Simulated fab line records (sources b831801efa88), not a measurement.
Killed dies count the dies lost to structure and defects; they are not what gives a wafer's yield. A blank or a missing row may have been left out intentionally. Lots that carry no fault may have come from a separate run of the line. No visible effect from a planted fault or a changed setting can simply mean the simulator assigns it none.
fab line records -- flow sky130
[record] lots = 6, wafers = 18, last_day = 50
route steps=708 shown VT_ADJUST_NCORE@128 VT_ADJUST_HVTR@131 VT_ADJUST_PCH@143 PAD_OPEN@708
lots untouched by any fault: they come from a run of this same line in which no faults occurred
start_h: hours from the record's first day to the start of the lot's first wafer shown -- wait_h: hours since the lot's step before -- " the same as in the row above -- L1.1+2: several wafers, shown together as one row -- - no value, or no start was given -- * or withheld: withheld -- < > ~ a bound
route shown NAME@n: names a module that has steps shown in the file, with the first one's number in the route -- usual: the fault-free wafers' mean and standard deviation -- same: alike in all rows -- chamber/n: place in a boat -- sites: readings site by site -- _std_site: standard deviation across them -- _edge_site: the outer-site mean with the inner-site mean subtracted -- radius_mm: how far each site lies from the wafer's centre -- mask NAME#n: copy n -- behind: tool/chamber where the wafer was last shaped -- hold: why the lot was held/for how many hours/how that ended -- device: names the non-switching transistor (n, p or np) -- end of line: the tests these same wafers got at the end of their route -- a step with no rows: only its recipe -- killed: count of dies lost to structure and defects at first sort (not the wafer's yield) -- map: shows each die of a wafer: x if killed, . if not, _ if none is there
set.NAME: the setting the step ran with; set.NAME@STEP: the setting that earlier step ran with -- model.NAME: the simulator's own value behind a step, which no gauge read
lots at some steps of the route; a table a step, a row a wafer
services: the hour from which a tool's chamber was out of use, counted from the record's first day as start_h (under 0 if before that day), plus the number of hours and why
[[steps]]
[step SKY_VT_ADJUST_NCORE_IMPLANT_09]
[recipe] species = B, energy_kev = 10, dose_cm2 = 2.4e+12, tilt_deg = withheld
[step SKY_VT_ADJUST_NCORE_STRIP_10]
[recipe] chemistry = O2/N2, power_w = 1400, pressure_mtorr = 1500, platen_temp_c = withheld, o2_flow_sccm = 3000, n2_flow_sccm = 300, overash_fraction = 0.5
[usual] drypump_motor_current_A = 5.8/0.44, n2_flow_sccm = 300.1/0.88, oes_product_au = 0.717/0.0044, strip_time_to_endpoint_s = 14.18/0.042
lot.wafer,tool,chamber,start_h,wait_h,drypump_motor_current_A,n2_flow_sccm,oes_product_au,rf_hours_counter_h,strip_time_to_endpoint_s
L751.1,plasma_asher-01,0,204.44,0.1,6.5,300.3,0.714,38,14.21
L751.2,plasma_asher-01,1,204.44,0.1,6.6,300.2,0.723,38,14.21
L751.3,plasma_asher-01,0,204.44,0.1,6.5,300.4,0.711,-,14.22
L759.2,plasma_asher-02,0,259.73,0.1,5.3,302.2,0.725,59,14.17
L759.3,plasma_asher-02,1,259.73,0.1,5.7,299.9,0.711,-,14.15
L759.6,plasma_asher-02,1,259.73,0.1,5.7,300.0,0.725,-,14.17
L764.1,plasma_asher-02,1,300.11,0.1,5.7,300.5,0.718,62,14.11
L764.2,plasma_asher-02,0,300.11,0.1,5.3,299.7,0.725,62,14.14
L764.3,plasma_asher-02,1,300.11,0.1,5.7,299.7,0.723,-,14.23
L765.2,plasma_asher-03,0,308.74,0.1,5.6,300.1,0.721,60,14.21
L765.3,plasma_asher-03,0,308.74,0.1,5.5,299.8,0.712,-,14.22
L765.4,plasma_asher-03,1,308.74,0.1,5.7,300.3,0.715,-,14.21
L766.1,plasma_asher-03,1,309.93,0.1,5.8,301.6,0.715,61,14.15
L766.3,plasma_asher-03,1,309.93,0.1,5.7,298.7,0.728,-,14.14
L766.6,plasma_asher-03,1,309.93,0.1,5.7,300.7,0.715,-,14.16
L768.2,plasma_asher-02,0,326.21,0.1,5.3,300.9,0.711,65,14.10
L768.4,plasma_asher-02,1,326.21,0.1,5.7,300.4,0.717,-,14.15
L768.6,plasma_asher-02,0,326.21,0.1,5.4,301.6,0.715,-,14.11
[step SKY_VT_ADJUST_NCORE_TW_MEAS_11]
[usual] VT_ADJUST_NCORE_TW = 220.0/2.4
lot.wafer,tool,chamber,start_h,wait_h,VT_ADJUST_NCORE_TW
L751.1,film_metro-01,-,204.54,0.1,222.2
L751.2,film_metro-01,-,204.54,0.1,221.4
L751.3,film_metro-01,-,204.54,0.1,223.1
L759.2,film_metro-01,-,259.84,0.1,222.3
L759.3,film_metro-01,-,259.84,0.1,223.1
L759.6,film_metro-01,-,259.84,0.1,222.9
L764.1,film_metro-01,-,300.21,0.1,221.2
L764.2,film_metro-01,-,300.21,0.1,222.0
L764.3,film_metro-01,-,300.21,0.1,222.9
L765.2,film_metro-04,-,308.85,0.1,218.5
L765.3,film_metro-04,-,308.85,0.1,218.5
L765.4,film_metro-04,-,308.85,0.1,217.1
L766.1,film_metro-03,-,310.03,0.1,219.1
L766.3,film_metro-03,-,310.03,0.1,219.0
L766.6,film_metro-03,-,310.03,0.1,217.4
L768.2,film_metro-01,-,326.32,0.1,223.6
L768.4,film_metro-01,-,326.32,0.1,223.0
L768.6,film_metro-01,-,326.32,0.1,222.8
[step SKY_VT_ADJUST_HVTR_DEHYDRATE_00]
[recipe] temp_c = 200, time_s = 60
[step SKY_VT_ADJUST_HVTR_HMDS_01]
[recipe] prime_time_s = 60, prime_temp_c = 120
[step SKY_VT_ADJUST_HVTR_COAT_02]
[recipe] resist = NOVOLAK, spin_rpm = 3000, resist_thk_nm = 1140
[step SKY_VT_ADJUST_HVTR_SOFTBAKE_03]
[recipe] temp_c = 90, time_s = 60, resist = NOVOLAK
[step SKY_VT_ADJUST_HVTR_EXPOSE_04]
[recipe] mask_id = HVTRM, target_cd_nm = 380, na = 0.6, source_shape = conventional, sigma_outer = 0.6, dose_mj = 150
[step SKY_VT_ADJUST_HVTR_PEB_05]
[recipe] temp_c = withheld, time_s = *, resist = NOVOLAK
[step SKY_VT_ADJUST_HVTR_DEVELOP_06]
[recipe] develop_time_s = 60, dev_temp_c = 23
[step SKY_VT_ADJUST_HVTR_CD_MEAS_07]
[recipe] target_cd_nm = 380
[usual] cd_nm = 380.2/2.6
lot.wafer,tool,chamber,start_h,wait_h,cd_nm
L751.1,cd_sem-01,-,226.93,0.1,376.5
L751.2,cd_sem-01,-,226.93,0.1,378.8
L751.3,cd_sem-01,-,226.93,0.1,380.0
L759.2,cd_sem-01,-,285.49,0.1,384.5
L759.3,cd_sem-01,-,285.49,0.1,381.6
L759.6,cd_sem-01,-,285.49,0.1,386.5
L764.1,cd_sem-02,-,326.41,0.1,381.6
L764.2,cd_sem-02,-,326.41,0.1,381.5
L764.3,cd_sem-02,-,326.41,0.1,381.2
L765.2,cd_sem-02,-,333.99,0.1,376.4
L765.3,cd_sem-02,-,333.99,0.1,378.0
L765.4,cd_sem-02,-,333.99,0.1,377.8
L766.1,cd_sem-01,-,335.26,0.1,375.5
L766.3,cd_sem-01,-,335.26,0.1,378.2
L766.6,cd_sem-01,-,335.26,0.1,375.7
L768.2,cd_sem-01,-,352.89,0.1,383.8
L768.4,cd_sem-01,-,352.89,0.1,383.3
L768.6,cd_sem-01,-,352.89,0.1,384.9
[step SKY_VT_ADJUST_HVTR_OVL_MEAS_08]
[usual] VT_ADJUST_HVTR_OVL = 0.6/1.3
lot.wafer,tool,chamber,start_h,wait_h,VT_ADJUST_HVTR_OVL[nm]
L751.1,overlay-02,-,227.05,0.1,-1.0
L751.2,overlay-02,-,227.05,0.1,-1.3
L751.3,overlay-02,-,227.05,0.1,-0.3
L759.2,overlay-01,-,285.60,0.1,0.0
L759.3,overlay-01,-,285.60,0.1,1.5
L759.6,overlay-01,-,285.60,0.1,1.1
L764.1,overlay-01,-,326.53,0.1,-0.2
L764.2,overlay-01,-,326.53,0.1,-1.5
L764.3,overlay-01,-,326.53,0.1,1.5
L765.2,overlay-01,-,334.10,0.1,-0.9
L765.3,overlay-01,-,334.10,0.1,0.6
L765.4,overlay-01,-,334.10,0.1,-0.4
L766.1,overlay-01,-,335.38,0.1,1.2
L766.3,overlay-01,-,335.38,0.1,2.4
L766.6,overlay-01,-,335.38,0.1,1.4
L768.2,overlay-01,-,353.00,0.1,1.8
L768.4,overlay-01,-,353.00,0.1,3.7
L768.6,overlay-01,-,353.00,0.1,0.7
[step SKY_VT_ADJUST_HVTR_IMPLANT_09]
[recipe] species = B, energy_kev = 10, dose_cm2 = 2.1e+12, tilt_deg = withheld
[usual] dose_ions_cm2 = 2.1002e+12/2.3e+09, faraday_current_uA = 11.86/0.24
lot.wafer,tool,chamber,start_h,wait_h,dose_ions_cm2,faraday_current_uA
L751.1,implanter-04,0,227.09,0.0,2.0997e+12,11.47
L751.2,implanter-04,0,227.09,0.0,2.0994e+12,11.27
L751.3,implanter-04,0,227.09,0.0,2.1008e+12,11.98
L759.2,implanter-03,0,285.65,0.0,2.1028e+12,12.08
L759.3,implanter-03,0,285.65,0.0,2.0998e+12,11.94
L759.6,implanter-03,0,285.65,0.0,2.1013e+12,12.32
L764.1,implanter-03,0,326.56,0.0,7.363e+11,4.15
L764.2,implanter-03,0,326.56,0.0,7.413e+11,4.16
L764.3,implanter-03,0,326.56,0.0,7.375e+11,4.20
L765.2,implanter-02,0,334.15,0.0,2.1025e+12,11.64
L765.3,implanter-02,0,334.15,0.0,2.0968e+12,11.62
L765.4,implanter-02,0,334.15,0.0,2.0982e+12,12.05
L766.1,implanter-03,0,335.41,0.0,7.387e+11,4.20
L766.3,implanter-03,0,335.41,0.0,7.377e+11,4.20
L766.6,implanter-03,0,335.41,0.0,7.364e+11,4.19
L768.2,implanter-04,0,353.05,0.0,2.1007e+12,11.80
L768.4,implanter-04,0,353.05,0.0,2.1019e+12,11.79
L768.6,implanter-04,0,353.05,0.0,2.0979e+12,12.16
[step SKY_VT_ADJUST_HVTR_STRIP_10]
[recipe] chemistry = O2/N2, power_w = 1400, pressure_mtorr = 1500, platen_temp_c = withheld, o2_flow_sccm = 3000, n2_flow_sccm = 300, overash_fraction = 0.5
[usual] drypump_motor_current_A = 5.8/0.42, n2_flow_sccm = 299.9/0.79, oes_product_au = 0.716/0.0043, strip_time_to_endpoint_s = 14.17/0.041
lot.wafer,tool,chamber,start_h,wait_h,drypump_motor_current_A,n2_flow_sccm,oes_product_au,rf_hours_counter_h,strip_time_to_endpoint_s
L751.1,plasma_asher-01,1,227.24,0.1,6.5,300.4,0.707,40,14.12
L751.2,plasma_asher-01,0,227.24,0.1,6.5,300.5,0.719,40,14.12
L751.3,plasma_asher-01,1,227.24,0.1,6.5,299.5,0.725,-,14.08
L759.2,plasma_asher-03,1,285.78,0.1,5.8,299.8,0.720,58,14.19
L759.3,plasma_asher-03,0,285.78,0.1,5.6,299.2,0.717,-,14.19
L759.6,plasma_asher-03,1,285.78,0.1,5.8,299.8,0.721,-,14.15
L764.1,plasma_asher-04,1,326.71,0.1,5.2,301.1,0.717,21,14.17
L764.2,plasma_asher-04,0,326.71,0.1,5.6,299.4,0.724,21,14.15
L764.3,plasma_asher-04,0,326.71,0.1,5.5,299.2,0.717,-,14.16
L765.2,plasma_asher-01,1,334.28,0.1,6.6,299.8,0.713,50,14.24
L765.3,plasma_asher-01,1,334.28,0.1,6.6,299.4,0.713,-,14.23
L765.4,plasma_asher-01,0,334.28,0.1,6.5,299.9,0.721,-,14.21
L766.1,plasma_asher-03,1,335.56,0.1,5.7,298.8,0.718,63,14.24
L766.3,plasma_asher-03,0,335.56,0.1,5.6,299.7,0.719,-,14.17
L766.6,plasma_asher-03,1,335.56,0.1,5.7,298.4,0.712,-,14.21
L768.2,plasma_asher-03,1,353.18,0.1,5.7,299.9,0.713,65,14.20
L768.4,plasma_asher-03,0,353.18,0.1,5.6,300.6,0.713,-,14.21
L768.6,plasma_asher-03,1,353.18,0.1,5.8,301.8,0.708,-,14.15
[step SKY_VT_ADJUST_HVTR_TW_MEAS_11]
[usual] VT_ADJUST_HVTR_TW = 209.8/1.5
lot.wafer,tool,chamber,start_h,wait_h,VT_ADJUST_HVTR_TW
L751.1,film_metro-03,-,227.34,0.1,211.6
L751.2,film_metro-03,-,227.34,0.1,211.7
L751.3,film_metro-03,-,227.34,0.1,211.7
L759.2,film_metro-02,-,285.89,0.1,208.6
L759.3,film_metro-02,-,285.89,0.1,209.1
L759.6,film_metro-02,-,285.89,0.1,208.6
L764.1,film_metro-04,-,326.81,0.1,156.4
L764.2,film_metro-04,-,326.81,0.1,156.1
L764.3,film_metro-04,-,326.81,0.1,155.7
L765.2,film_metro-04,-,334.39,0.1,209.4
L765.3,film_metro-04,-,334.39,0.1,209.3
L765.4,film_metro-04,-,334.39,0.1,209.2
L766.1,film_metro-03,-,335.66,0.1,158.7
L766.3,film_metro-03,-,335.66,0.1,157.9
L766.6,film_metro-03,-,335.66,0.1,157.7
L768.2,film_metro-04,-,353.29,0.1,208.2
L768.4,film_metro-04,-,353.29,0.1,207.4
L768.6,film_metro-04,-,353.29,0.1,207.5
[step SKY_VT_ADJUST_PCH_DEHYDRATE_00]
[recipe] temp_c = 200, time_s = 60
[step SKY_PAD_OPEN_PROBE_99]
[usual] killed_at_M0_to_M3 = 45/6.8, killed_at_M4_up = 3.2/1.6, killed_at_contacts = 24/5.1, killed_at_front_end = 14/4.4, killed_at_other = 0.4/0.65, killed_dies = 87/8.8, killed_open = 47/7.2, killed_short = 39/6.1
[same] gross_dies = 492, killed_at_back_side = 0
lot.wafer,tool,chamber,start_h,wait_h,killed_at_M0_to_M3,killed_at_M4_up,killed_at_contacts,killed_at_front_end,killed_at_other,killed_dies,killed_open,killed_short,model.etest.pfet_01v8_mvt.drive_ua_um,model.etest.pfet_01v8_mvt.off_log10_a_um,model.etest.pfet_01v8_mvt.vt_sat_v,model.etest.pfet_01v8_mvt.vt_v,model.etest.pfet_01v8_mvt.vt_long_v,model.etest.pfet_01v8_mvt.body_rise_v
L751.1,prober-01,-,1096.24,0.1,40,1,28,12,0,81,42,39,149.7,-11.38,-0.6075,-0.6952,-0.901,-0.1763
L751.2,prober-01,-,1096.29,0.1,48,2,39,11,0,100,62,37,149.4,-11.09,-0.6016,-0.6901,-0.8988,-0.1784
L751.3,prober-01,-,1096.34,0.2,48,2,34,7,1,92,51,41,149,-11.2,-0.5976,-0.6856,-0.8992,-0.1799
L759.2,prober-02,-,1144.96,0.1,41,4,31,15,0,91,38,51,146.9,-11.22,-0.6056,-0.6863,-0.895,-0.1806
L759.3,prober-02,-,1145.01,0.2,49,3,25,15,0,92,45,45,144.1,-11.35,-0.609,-0.693,-0.8984,-0.1817
L759.6,prober-02,-,1145.16,0.2,42,3,22,12,0,79,44,35,145.5,-11.32,-0.6126,-0.6928,-0.8954,-0.1807
L764.1,prober-02,-,1169.99,0.1,44,6,20,12,0,82,43,39,127.7,-12.59,-0.7374,-0.7945,-0.9931,-0.1882
L764.2,prober-02,-,1170.04,0.1,37,6,22,16,0,81,46,35,126.1,-12.65,-0.7404,-0.7999,-0.9932,-0.1901
L764.3,prober-02,-,1170.09,0.2,40,2,25,13,0,80,35,45,129.2,-12.58,-0.7322,-0.7938,-0.9928,-0.187
L765.2,prober-01,-,1174.52,0.1,42,2,15,14,0,73,44,29,148,-11.05,-0.5843,-0.6632,-0.8623,-0.1888
L765.3,prober-01,-,1174.57,0.2,50,7,20,25,0,102,46,55,150.7,-10.65,-0.5679,-0.6515,-0.8565,-0.1877
L765.4,prober-01,-,1174.62,0.2,44,6,21,17,0,88,53,35,154.3,-10.72,-0.5682,-0.6487,-0.8522,-0.1863
L766.1,prober-02,-,1176.83,0.1,38,4,17,11,0,70,43,27,134.2,-12.36,-0.7004,-0.7638,-0.9619,-0.1901
L766.3,prober-02,-,1176.93,0.2,48,2,27,11,0,88,50,38,133.3,-12.42,-0.7029,-0.7641,-0.9604,-0.1881
L766.6,prober-02,-,1177.08,0.2,42,5,23,17,0,87,44,43,136.2,-12.3,-0.6987,-0.7626,-0.9592,-0.1882
L768.2,prober-02,-,1195.17,0.1,55,5,22,10,1,93,49,44,158.9,-10.2,-0.5248,-0.6152,-0.8225,-0.1985
L768.4,prober-02,-,1195.27,0.2,44,7,23,16,0,90,51,38,156.5,-10.27,-0.5284,-0.6149,-0.8224,-0.1968
L768.6,prober-02,-,1195.37,0.2,38,1,30,6,0,75,37,37,159.6,-10.19,-0.5204,-0.6128,-0.8188,-0.1953
// killed by level:class
L751.1 VIA1:geometric_particle:open=10 CONTACT:geometric_particle:open=9 LI_CONTACT:geometric_particle:open=8 CONTACT:geometric_particle:short=7 FIELD_ISO:geometric_particle:short=5 METAL1:geometric_particle:short=5 METAL3:geometric_particle:short=5 METAL1:geometric_particle:open=4
L751.2 CONTACT:geometric_particle:open=16 LI_CONTACT:geometric_particle:open=12 VIA1:geometric_particle:open=9 VIA2:geometric_particle:open=8 VIA3:geometric_particle:open=7 METAL2:geometric_particle:short=6 METAL3:geometric_particle:short=5 LOCAL_INTERCONNECT:geometric_particle:short=4
L751.3 VIA1:geometric_particle:open=13 LI_CONTACT:geometric_particle:open=10 CONTACT:geometric_particle:open=9 METAL2:geometric_particle:short=8 VIA3:geometric_particle:open=7 VIA1:geometric_particle:short=6 CONTACT:geometric_particle:short=5 LI_CONTACT:geometric_particle:short=4
L759.2 LI_CONTACT:geometric_particle:open=10 CONTACT:geometric_particle:open=10 METAL1:geometric_particle:short=9 POLY_GATE:geometric_particle:short=6 VIA1:geometric_particle:short=6 LI_CONTACT:geometric_particle:short=5 FIELD_ISO:geometric_particle:short=4 VIA1:geometric_particle:open=4
L759.3 CONTACT:geometric_particle:open=9 VIA3:geometric_particle:open=8 METAL1:geometric_particle:short=7 VIA2:geometric_particle:short=7 CONTACT:geometric_particle:short=6 VIA2:geometric_particle:open=6 LI_CONTACT:geometric_particle:open=5 METAL2:geometric_particle:short=5
L759.6 LI_CONTACT:geometric_particle:open=10 VIA1:geometric_particle:open=8 VIA2:geometric_particle:open=8 CONTACT:geometric_particle:open=6 VIA3:geometric_particle:short=6 VIA3:geometric_particle:open=6 FIELD_ISO:geometric_particle:short=4 CONTACT:geometric_particle:short=4
L764.1 CONTACT:geometric_particle:open=11 VIA3:geometric_particle:open=9 VIA1:geometric_particle:open=8 METAL1:geometric_particle:short=5 FIELD_ISO:geometric_particle:open=4 FIELD_ISO:geometric_particle:short=4 CONTACT:geometric_particle:short=4 VIA1:geometric_particle:short=4
L764.2 VIA1:geometric_particle:open=12 LI_CONTACT:geometric_particle:open=7 CONTACT:geometric_particle:open=7 METAL1:geometric_particle:short=6 VIA1:geometric_particle:short=5 METAL4:geometric_particle:short=5 POLY_GATE:geometric_particle:open=4 LOCAL_INTERCONNECT:geometric_particle:short=4
L764.3 CONTACT:geometric_particle:open=8 METAL1:geometric_particle:short=8 VIA1:geometric_particle:open=7 METAL2:geometric_particle:short=7 LI_CONTACT:geometric_particle:open=6 FIELD_ISO:geometric_particle:short=5 FIELD_ISO:geometric_particle:open=4 CONTACT:geometric_particle:short=4
L765.2 VIA1:geometric_particle:open=10 VIA2:geometric_particle:open=10 VIA3:geometric_particle:open=8 CONTACT:geometric_particle:open=6 FIELD_ISO:geometric_particle:short=5 POLY_GATE:geometric_particle:short=5 METAL2:geometric_particle:short=4 LOCAL_INTERCONNECT:geometric_particle:short=3
L765.3 FIELD_ISO:geometric_particle:short=10 VIA1:geometric_particle:open=9 CONTACT:geometric_particle:open=8 VIA3:geometric_particle:open=7 METAL2:geometric_particle:short=7 METAL4:geometric_particle:short=7 METAL1:geometric_particle:short=6 VIA1:geometric_particle:short=6
L765.4 VIA1:geometric_particle:open=12 FIELD_ISO:geometric_particle:open=9 VIA2:geometric_particle:open=8 CONTACT:geometric_particle:open=7 VIA3:geometric_particle:open=5 FIELD_ISO:geometric_particle:short=4 METAL2:geometric_particle:short=4 LI_CONTACT:geometric_particle:open=4
L766.1 VIA2:geometric_particle:open=7 CONTACT:geometric_particle:open=6 VIA3:geometric_particle:open=6 VIA1:geometric_particle:short=5 VIA1:geometric_particle:open=5 LI_CONTACT:geometric_particle:short=4 FIELD_ISO:geometric_particle:open=3 LI_CONTACT:geometric_particle:open=3
L766.3 CONTACT:geometric_particle:open=15 VIA1:geometric_particle:open=9 VIA1:geometric_particle:short=8 CONTACT:geometric_particle:short=6 LI_CONTACT:geometric_particle:open=5 VIA2:geometric_particle:open=5 VIA3:geometric_particle:open=5 METAL1:geometric_particle:short=4
L766.6 VIA1:geometric_particle:open=10 CONTACT:geometric_particle:open=9 METAL2:geometric_particle:short=8 METAL1:geometric_particle:short=6 FIELD_ISO:geometric_particle:open=5 VIA2:geometric_particle:open=5 FIELD_ISO:geometric_particle:short=4 LI_CONTACT:geometric_particle:short=4
L768.2 CONTACT:geometric_particle:open=10 LI_CONTACT:geometric_particle:open=9 VIA1:geometric_particle:short=8 VIA1:geometric_particle:open=8 METAL2:geometric_particle:short=8 VIA3:geometric_particle:open=8 VIA2:geometric_particle:open=7 METAL1:geometric_particle:short=6
L768.4 VIA2:geometric_particle:open=12 VIA1:geometric_particle:open=9 LI_CONTACT:geometric_particle:open=9 POLY_GATE:geometric_particle:short=7 METAL4:geometric_particle:short=7 CONTACT:geometric_particle:open=6 METAL1:geometric_particle:short=6 VIA3:geometric_particle:open=6
L768.6 CONTACT:geometric_particle:open=11 CONTACT:geometric_particle:short=8 METAL1:geometric_particle:short=6 VIA3:geometric_particle:open=6 VIA1:geometric_particle:open=6 VIA3:geometric_particle:short=6 METAL2:geometric_particle:short=5 LI_CONTACT:geometric_particle:open=4
[[services]]
tool,chamber,start_h,hours,kind
plasma_asher-01,-,190.71,1.3,repair
plasma_asher-02,-,231.53,0.8,repair
implanter-04,-,234.45,1.7,repair
plasma_asher-04,-,264.16,5.2,repair
plasma_asher-01,-,314.88,2.8,pm
implanter-03,-,321.66,4.8,pm
implanter-02,-,329.49,3.0,pm
implanter-02,-,346.94,1.5,repair
[[key]]
[first_sign] step = SKY_VT_ADJUST_HVTR_IMPLANT_09, reading = dose_ions_cm2, direction = down, sigmas = 99+, usual = *, struck = *
[effect] step = SKY_VT_ADJUST_HVTR_IMPLANT_09, reading = faraday_current_uA, direction = down, sigmas = 33, usual = 11.86, struck = 4.18
[effect] step = SKY_VT_ADJUST_HVTR_TW_MEAS_11, reading = VT_ADJUST_HVTR_TW, direction = down, sigmas = 35, usual = 209.8, struck = 157.1
[model_effect] step = SKY_PAD_OPEN_PROBE_99, value = etest.pfet_01v8_mvt.drive_ua_um, without = 156.1, struck = 131.1
met_at SKY_VT_ADJUST_HVTR_IMPLANT_09
struck_wafers L764.1,L764.2,L764.3,L766.1,L766.3,L766.6
tester_left_out L764,L766
onset_between 285.65 326.56
[fault] kind = process_parameter_drift, tool = implanter-03, chamber = -, onset_h = 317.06, steps = SKY_VT_ADJUST_HVTR_IMPLANT_09, channel = dose_cm2, offset = *, shape = step, end_h = 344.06, acts_in = *, stated = *
// tester_left_out: of these lots the tester's yield and bins aren't shown, on N5 and GAA mostly nor the transistor test; their killed dies are dies lost to structure and defects alone, not to doping, threshold or leakage, so they don't give the yield
